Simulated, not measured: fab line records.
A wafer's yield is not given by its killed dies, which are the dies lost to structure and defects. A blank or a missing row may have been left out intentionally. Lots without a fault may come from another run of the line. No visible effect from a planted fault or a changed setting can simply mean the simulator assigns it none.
A lot that was struck, set against a sound lot    flow sky130    15 out of 708 route steps
Sound: the wafers L785.2, L785.4, L785.6. Wafers struck: L782.2, L782.4, L782.5. At the end, the cause is stated.
For every step that has rows: the tool of each side, followed by ch and its chambers, followed by its first start. Under that, the readings that differ: sound wafers    struck wafers    difference of the means    sigmas: that difference in standard deviations of wafers without a fault.
alike: readings whose means differ by less than 2 such deviations, and words and numbers that are the same on both sides. not compared: withheld readings, readings that some wafer has no value for, bounds like >300 that may hide the same value, and numbers for which the record gives no deviation and whose values overlap.
A row with sigmas, a row that says differs or no value, or rows on one side alone: a step with any of these is where the two part. When numbers do not overlap yet have no deviation, they are printed without sigmas and do not part them. A reading missing from all wafers of one side parts the sides only when that side holds two or more wafers.

first, 2 steps without rows for these wafers: SKY_VIA3_ETCH_14 (etches BARC in N2/H2, stops on SiO2, time 45.9 s, target depth 60 nm); SKY_VIA3_ETCH_15 (etches SiO2 in C4F8/O2/Ar, stops on TiN, target depth 507 nm, time 78 s).
SKY_VIA3_STRIP_16: strips in O2/N2.
  sound on plasma_asher-04 ch 0,1, day 45 07:04; struck on plasma_asher-04 ch 0,1, day 44 13:43
reading                       sound           struck          difference  sigmas
strip_time_to_endpoint_s (s)  4.15 4.19 4.20  4.08 4.08 4.10  -0.09       -3
  alike: drypump_motor_current_A, n2_flow_sccm, oes_product_au
  not compared: rf_hours_counter_h
then, 3 steps without rows for these wafers: SKY_VIA3_STRIP_17 (strips in post etch residue remover, time 1200 s); SKY_VIA3_CLEAN_18 (cleans in IPA, time 180 s); SKY_VIA3_CLEAN_19 (cleans in O3/DIW).
SKY_VIA3_SPUTTER_20: material TiN, target thk 20 nm, time 80 s.
  struck on pvd_sputter-04, day 44 14:19; sound on pvd_sputter-04, day 45 07:40
  alike: chamber_pressure_pa, throttle_valve_pct
SKY_VIA3_CVD_21: deposits W, target thk 390 nm, time 117.31 s.
  sound on cvd_w-02 ch 1, day 45 07:44; struck on cvd_w-01 ch 0,1, day 44 14:22
  alike: heater_power_w
SKY_VIA3_RS_MEAS_22: the measuring method here is four-point-probe.
  struck on film_metro-03, day 44 14:31; sound on film_metro-02, day 45 07:52
  alike: VIA3_W_RS
SKY_VIA3_THK_MEAS_23: measures by xrf.
  struck on film_metro-03, day 44 14:37; sound on film_metro-02, day 45 07:59
reading          sound        struck       difference  sigmas
VIA3_W_THK (nm)  384 380 386  401 392 394  +12         +2
SKY_VIA3_CMP_24: polishes, stops on SiO2, t overpolish 20 s, target thk 0 nm.
  sound on cmp-02 ch 1,2, day 45 08:31; struck on cmp-01 ch 0,1,3, day 44 14:47
  alike: motor_current_A, overpolish_run_s, retaining_ring_pressure_frac, time_to_endpoint_s
SKY_METAL4_SPUTTER_00: material Ti, target thk 15 nm, time 10 s.
  struck on pvd_sputter-04, day 44 15:02; sound on pvd_sputter-03, day 45 08:49
  alike: chamber_pressure_pa, throttle_valve_pct
SKY_METAL4_SPUTTER_01: material TiN, target thk 20 nm, time 16.7 s.
  struck on pvd_sputter-04, day 44 15:04; sound on pvd_sputter-03, day 45 08:51
reading                                     sound              struck             difference  sigmas
model.TiN_of_METAL4_SPUTTER_01.thk_nm (nm)  19.87 19.89 20.17  20.62 20.53 20.49  +0.57       
  alike: chamber_pressure_pa, throttle_valve_pct
then, 1 step without rows for these wafers: SKY_METAL4_SPUTTER_02 (material AlCu, target thk 735 nm, time 39.82 s).
-- the record jumps here: 5 days lie between the struck wafers' starts before and after (it left off in module METAL4 and takes up again in module PAD_OPEN, whose first step shown is number 708 of the route) --
SKY_PAD_OPEN_PROBE_99:
  struck on prober-02, day 49 22:02; sound on prober-01, day 50 09:46
  alike: defect_limited_yield, killed_at_M0_to_M3, killed_at_M4_up, killed_at_contacts, killed_at_front_end, killed_at_other, killed_dies, killed_on_rim, killed_open, killed_short, sort_bin_3_pad_short, sort_bin_5_function, sort_bin_6_memory, sort_n_pass, sort_yield_pct

## WHERE THEY PART
Last at SKY_VIA3_THK_MEAS_23 as far as this record goes, first at SKY_VIA3_STRIP_16. Later steps at which nothing parts them and some readings are alike: SKY_VIA3_CMP_24, SKY_METAL4_SPUTTER_00, SKY_METAL4_SPUTTER_01, SKY_PAD_OPEN_PROBE_99.

WHY: the cause the simulator had injected
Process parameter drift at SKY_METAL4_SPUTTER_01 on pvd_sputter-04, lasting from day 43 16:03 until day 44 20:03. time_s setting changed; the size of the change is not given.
